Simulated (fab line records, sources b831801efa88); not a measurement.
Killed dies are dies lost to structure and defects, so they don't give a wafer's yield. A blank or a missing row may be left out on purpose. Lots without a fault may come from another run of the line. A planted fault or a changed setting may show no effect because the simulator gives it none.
Which tool did it? | flow sfq_line | 13 lots, 39 wafers sampled, at 6 steps of a route of 325

WHAT THE GAUGES READ, wafer by wafer
SFQ_L0V_OVL_MEAS_903. Usual: L0V_OVL 2 nm, standard deviation 5.2.
lot  | measured     | on         | L0V_OVL (nm) | flag
L685 | day 7 22:14  | overlay-01 | -8 1 -1      |
L686 | day 8 04:13  | overlay-01 | 5 4 1        |
L688 | day 8 23:25  | overlay-01 | 1 4 -3       |
L689 | day 9 09:01  | overlay-02 | -8 1 0       |
L690 | day 9 17:25  | overlay-01 | 9 2 7        |
L691 | day 9 23:48  | overlay-01 | 3 5 3        |
L692 | day 10 07:00 | overlay-02 | 1 7 10       |
L693 | day 10 11:48 | overlay-02 | -6 -3 -4     |
L696 | day 11 11:55 | overlay-02 | -7 -4 1      |
L697 | day 11 15:32 | overlay-02 | 10 13 7      |
L699 | day 12 09:36 | overlay-02 | 2 12 12      |
L702 | day 13 07:07 | overlay-02 | -8 -10 -8    |
L704 | day 13 20:20 | overlay-02 | 4 2 2        |

SFQ_M0_RS_MEAS_904: measures by four-point-probe. Usual: M0_NB_RS 0.889 ohm/sq, standard deviation 0.0087.
lot  | measured     | on            | M0_NB_RS (ohm/sq) | flag
L685 | day 7 23:17  | film_metro-02 | 0.895 0.889 0.895 |
L686 | day 8 05:16  | film_metro-01 | 0.886 0.904 0.884 |
L688 | day 9 00:25  | film_metro-01 | 0.893 0.895 0.874 |
L689 | day 9 10:04  | film_metro-02 | 0.885 0.883 0.875 |
L690 | day 9 18:28  | film_metro-04 | 0.895 0.882 0.889 |
L691 | day 10 00:59 | film_metro-01 | 0.911 0.913 0.893 |
L692 | day 10 08:11 | film_metro-04 | 0.885 0.883 0.894 |
L693 | day 10 13:01 | film_metro-01 | 0.900 0.883 0.891 |
L696 | day 11 12:59 | film_metro-04 | 0.908 0.891 0.899 |
L697 | day 11 16:35 | film_metro-04 | 0.904 0.899 0.897 |
L699 | day 12 10:38 | film_metro-01 | 0.899 0.901 0.887 |
L702 | day 13 08:44 | film_metro-04 | 0.874 0.874 0.875 |
L704 | day 13 21:22 | film_metro-01 | 0.885 1.390 0.887 | OFF

SFQ_M1_RS_MEAS_909: measures by four-point-probe. Usual: M1_NB_RS 0.889 ohm/sq, standard deviation 0.0098.
lot  | measured     | on            | M1_NB_RS (ohm/sq) | flag
L685 | day 17 10:22 | film_metro-03 | 0.877 0.887 0.884 |
L686 | day 17 16:20 | film_metro-03 | 0.903 0.901 0.903 |
L688 | day 19 01:56 | film_metro-02 | 0.892 0.892 0.890 |
L689 | day 19 10:25 | film_metro-03 | 0.895 0.901 0.893 |
L690 | day 19 18:46 | film_metro-02 | 0.908 0.901 0.913 |
L691 | day 20 05:17 | film_metro-03 | 0.876 0.871 0.869 |
L692 | day 20 14:55 | film_metro-02 | 0.878 0.885 0.889 |
L693 | day 21 00:03 | film_metro-01 | 0.892 0.883 0.889 |
L696 | day 22 02:26 | film_metro-03 | 0.890 0.898 0.891 |
L697 | day 22 06:04 | film_metro-02 | 0.875 0.882 0.885 |
L699 | day 23 06:02 | film_metro-01 | 0.906 0.903 0.900 |
L702 | day 24 04:50 | film_metro-02 | 0.881 0.870 0.888 |
L704 | day 24 20:27 | film_metro-01 | 0.884 0.866 0.870 |

WHICH TOOL RAN EACH LOT (tool, then ch and the chambers of the sampled wafers, then the start)
lot  | SFQ_TRILAYER_L0_ETCH_METAL_ETCH_008 | SFQ_TRILAYER_M0_DEP_SPUTTER_019 | SFQ_TRILAYER_M0_ETCH_METAL_ETCH_024
L685 | rie_metal-01 ch 1, day 4 08:32      | pvd_sputter-06, day 7 23:08     | rie_metal-04 ch 0,1, day 12 06:04
L686 | rie_metal-02 ch 0,1, day 4 13:15    | pvd_sputter-03, day 8 05:08     | rie_metal-02 ch 0,1, day 12 13:16
L688 | rie_metal-01 ch 0,1, day 5 00:02    | pvd_sputter-03, day 9 00:20     | rie_metal-02 ch 0, day 13 04:53
L689 | rie_metal-03 ch 0,1, day 5 07:22    | pvd_sputter-03, day 9 09:56     | rie_metal-02 ch 0, day 13 14:34
L690 | rie_metal-02 ch 0,1, day 5 15:46    | pvd_sputter-05, day 9 18:21     | rie_metal-03 ch 0,1, day 14 02:14
L691 | rie_metal-02 ch 0,1, day 5 20:34    | pvd_sputter-06, day 10 00:54    | rie_metal-04 ch 0,1, day 14 10:38
L692 | rie_metal-03 ch 0,1, day 6 03:46    | pvd_sputter-05, day 10 08:06    | rie_metal-04 ch 0,1, day 14 20:14
L693 | rie_metal-01 ch 0,1, day 6 08:34    | pvd_sputter-03, day 10 12:54    | rie_metal-04 ch 0,1, day 15 01:25
L696 | rie_metal-01 ch 0,1, day 7 05:28    | pvd_sputter-06, day 11 12:53    | rie_metal-03 ch 0,1, day 16 00:13
L697 | rie_metal-02 ch 0,1, day 7 09:05    | pvd_sputter-06, day 11 16:28    | rie_metal-04 ch 0,1, day 16 02:39
L699 | rie_metal-01 ch 1, day 7 23:28      | pvd_sputter-06, day 12 10:32    | rie_metal-02 ch 0,1, day 17 05:43
L702 | rie_metal-01 ch 0, day 9 00:44      | pvd_sputter-05, day 13 08:39    | rie_metal-04 ch 0, day 18 10:33
L704 | rie_metal-02 ch 0,1, day 9 12:40    | pvd_sputter-05, day 13 21:15    | rie_metal-02 ch 0,1, day 19 02:09
- SFQ_TRILAYER_L0_ETCH_METAL_ETCH_008: etches MoNx KI in SF6/O2, stops on SiO2, target depth 50 nm, time 25 s.
- SFQ_TRILAYER_M0_DEP_SPUTTER_019: material Nb, target thk 200 nm, time 133.3 s.
- SFQ_TRILAYER_M0_ETCH_METAL_ETCH_024: etches Nb in Cl2/Ar, stops on SiO2, target depth 240 nm, time 120 s.

WHAT THE TOOLS THEMSELVES READ (means of the sampled wafers that have a number; where no wafer has one, the mark that the record gives instead)
SFQ_TRILAYER_L0_ETCH_METAL_ETCH_008. Usual: drypump_motor_current_A 6.02 A, standard deviation 0.28; oes_product_au 0.873 a.u., standard deviation 0.008.
lot  | tool         | drypump_motor_current_A (A) | oes_product_au (a.u.) | flag
L685 | rie_metal-01 | 5.80                        | 0.883                 |
L686 | rie_metal-02 | 6.32                        | 0.865                 |
L688 | rie_metal-01 | 5.74                        | 0.874                 |
L689 | rie_metal-03 | 6.12                        | 0.869                 |
L690 | rie_metal-02 | 6.27                        | 0.867                 |
L691 | rie_metal-02 | 6.28                        | 0.873                 |
L692 | rie_metal-03 | 6.12                        | 0.870                 |
L693 | rie_metal-01 | 5.77                        | 0.872                 |
L696 | rie_metal-01 | 5.74                        | 0.879                 |
L697 | rie_metal-02 | 6.29                        | 0.877                 |
L699 | rie_metal-01 | 5.83                        | 0.869                 |
L702 | rie_metal-01 | 5.70                        | 0.865                 |
L704 | rie_metal-02 | 6.31                        | 0.878                 |

SFQ_TRILAYER_M0_DEP_SPUTTER_019. Usual: resputter_cathode_voltage_v 400 V, standard deviation 3.7; throttle_valve_pct 30.1 %, standard deviation 0.65.
lot  | tool           | resputter_cathode_voltage_v (V) | throttle_valve_pct (%) | flag
L685 | pvd_sputter-06 | 405                             | 28.9                   |
L686 | pvd_sputter-03 | 397                             | 29.9                   |
L688 | pvd_sputter-03 | 401                             | 30.2                   |
L689 | pvd_sputter-03 | 402                             | 29.8                   |
L690 | pvd_sputter-05 | 397                             | 30.1                   |
L691 | pvd_sputter-06 | 400                             | 29.6                   |
L692 | pvd_sputter-05 | 398                             | 30.9                   |
L693 | pvd_sputter-03 | 403                             | 29.9                   |
L696 | pvd_sputter-06 | 403                             | 29.6                   |
L697 | pvd_sputter-06 | 398                             | 29.1                   |
L699 | pvd_sputter-06 | 402                             | 29.4                   |
L702 | pvd_sputter-05 | 399                             | 30.4                   |
L704 | pvd_sputter-05 | 400                             | 30.4                   |

SFQ_TRILAYER_M0_ETCH_METAL_ETCH_024. Usual: drypump_motor_current_A 6.0 A, standard deviation 0.4; oes_product_au 0.894 a.u., standard deviation 0.0069.
lot  | tool         | drypump_motor_current_A (A) | oes_product_au (a.u.) | flag
L685 | rie_metal-04 | 5.5                         | 0.892                 |
L686 | rie_metal-02 | 6.3                         | 0.892                 |
L688 | rie_metal-02 | 6.4                         | 0.891                 |
L689 | rie_metal-02 | 6.4                         | 0.899                 |
L690 | rie_metal-03 | 6.1                         | 0.894                 |
L691 | rie_metal-04 | 5.6                         | 0.881                 |
L692 | rie_metal-04 | 5.5                         | 0.894                 |
L693 | rie_metal-04 | 5.5                         | 0.897                 |
L696 | rie_metal-03 | 5.9                         | 0.889                 |
L697 | rie_metal-04 | 5.7                         | 0.889                 |
L699 | rie_metal-02 | 6.3                         | 0.890                 |
L702 | rie_metal-04 | 5.3                         | 0.901                 |
L704 | rie_metal-02 | 6.3                         | 0.836                 | OFF

THE ANSWER, worked out from the rows above alone
Rule: a lot is off if the mean of its wafers that have a number lies more than 3 standard deviations from the usual mean. A lot without any number at a reading at which 4 lots or more have one is off too. The other lots that the step has rows for count as sound. The gauges are gone through in route order, then the tools' own readings, and for those a lot's mean is taken as printed above. The first step at which some lot is off is used, and at that step the reading that is off furthest; a lot without a number counts as furthest.
Off: L704, at SFQ_M0_RS_MEAS_904 (M0_NB_RS).
A tool fits if, at a process step before that reading, it ran every lot that is off, and no sound lot after the first of them. The gauges at SFQ_M0_RS_MEAS_904 aren't tried: what is off there is off at SFQ_TRILAYER_M0_ETCH_METAL_ETCH_024 too, on other tools, and a gauge's error can't cause that. Can't be told from this: 2 tools fit, rie_metal-02 at SFQ_TRILAYER_L0_ETCH_METAL_ETCH_008, pvd_sputter-05 at SFQ_TRILAYER_M0_DEP_SPUTTER_019.

WHAT THE SIMULATOR HAD PUT IN
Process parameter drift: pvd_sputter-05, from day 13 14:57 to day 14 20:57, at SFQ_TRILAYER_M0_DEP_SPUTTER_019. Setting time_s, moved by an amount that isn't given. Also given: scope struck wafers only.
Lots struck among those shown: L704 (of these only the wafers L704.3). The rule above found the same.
